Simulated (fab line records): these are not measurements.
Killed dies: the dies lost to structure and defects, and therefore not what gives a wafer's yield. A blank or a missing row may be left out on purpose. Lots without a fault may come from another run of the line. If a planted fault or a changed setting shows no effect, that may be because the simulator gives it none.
Chamber matching -- flow gf180mcu -- GF_SAB_CVD_00 on pecvd-04 has 3 sister chambers
The step deposits SiO2 from TEOS, target thk 50 nm, time 4.9302 s. 3 wafers are shown with their chamber, then 7 later ones without.

== WAFERS PAIRED WITH THEIR CHAMBERS ==
wafer,chamber,heater_power_w (W)
L230.4,1,647
L233.2,2,681
L233.4,0,566

== WAFERS WITHOUT THEIR CHAMBER ==
wafer,heater_power_w (W)
L233.5,651
L238.1,641
L238.4,641
L238.5,640
L244.4,633
L244.5,605
L244.6,519

== CHAMBER TAKEN BY EACH ==
wafer,from the rows above,in truth
L233.5,can't be placed: 1 or 2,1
L238.1,can't be placed: 1 or 2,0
L238.4,can't be placed: 1 or 2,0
L238.5,can't be placed: 1 or 2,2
L244.4,can't be placed: 1 or 2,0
L244.5,can't be placed: 0 or 1 or 2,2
L244.6,0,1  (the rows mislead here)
Placed correctly: 0 of 7. Can't be placed from these rows: 6 (the true chamber is among the candidates in 3). Placed wrongly: 1.
How it was worked out, from the rows above alone: a wafer's distance from a chamber is the root of the sum, over the readings, of the square of ((its reading less the chamber's mean) divided by the reading's scatter). The wafer belongs to the nearest chamber; if the next one is less than 2 further off, it can't be placed. Each chamber's mean is taken over the wafers shown for it. The scatter: root of mean squared gap, hidden wafer to nearest shown wafer, with one shown wafer a chamber.
